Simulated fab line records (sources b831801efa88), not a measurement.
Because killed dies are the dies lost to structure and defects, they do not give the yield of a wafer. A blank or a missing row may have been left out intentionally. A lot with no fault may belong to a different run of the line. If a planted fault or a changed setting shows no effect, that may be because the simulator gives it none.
Which tool did it? -- flow sfq-line -- 7 lots, 21 wafers sampled, at 2 steps of a route of 325

## WHAT EACH GAUGE READ, for each wafer
SFQ_M1_RS_MEAS_909: uses a four-point probe to measure.
lot,measured,on,M1_NB_RS (ohm/sq)
L916,day 10 03:28,film-metro-04,0.896 0.901 0.906
L918,day 10 17:25,film-metro-04,- - -
L920,day 11 05:24,film-metro-04,0.887 0.900 0.903
L925,day 13 03:01,film-metro-04,0.888 0.889 0.882
L928,day 14 09:19,film-metro-04,0.897 0.923 0.909
L931,day 15 08:07,film-metro-03,0.895 0.898 0.892
L933,day 16 00:29,film-metro-01,0.890 0.891 0.903

## TOOL THAT RAN EACH LOT (tool first, then ch and the chambers of the sampled wafers, then the start)
lot,SFQ_TRILAYER_M1_DEP_SPUTTER_037
L916,"pvd-sputter-06, day 10 03:22"
L918,"pvd-sputter-06, day 10 17:19"
L920,"pvd-sputter-05, day 11 05:19"
L925,"pvd-sputter-06, day 13 02:55"
L928,"pvd-sputter-05, day 14 09:13"
L931,"pvd-sputter-06, day 15 08:01"
L933,"pvd-sputter-05, day 16 00:23"
- SFQ_TRILAYER_M1_DEP_SPUTTER_037: material Nb, target thk 200 nm, time 133.3 s.

## THE ANSWER, worked out from the rows above alone
Rule: the usual values come from the lots themselves. Put in order of their means at a reading, lots are off if they are a third of the lots or fewer, leave a main group of 4 or more, and stand apart from it by a gap of 3 or more times the standard deviation of the main group's means; of several such gaps the widest counts. Not used: any main group whose means are identical at the precision the tables above print for the reading. Also off: a lot with no number at a reading for which 4 or more lots have one. All remaining lots with rows at the step are treated as sound.
Off: L918, seen at SFQ_M1_RS_MEAS_909 (M1_NB_RS). Without a number there: L918. The main group: mean 0.897 ohm/sq, standard deviation 0.0071.
A tool fits if, at a process step before that reading, it ran every lot that is off, and no sound lot after the first of them. Those tools and the gauges at SFQ_M1_RS_MEAS_909 are tried in the same way. Not one of the candidates tried fits.

## WHAT HAD BEEN PUT IN BY THE SIMULATOR
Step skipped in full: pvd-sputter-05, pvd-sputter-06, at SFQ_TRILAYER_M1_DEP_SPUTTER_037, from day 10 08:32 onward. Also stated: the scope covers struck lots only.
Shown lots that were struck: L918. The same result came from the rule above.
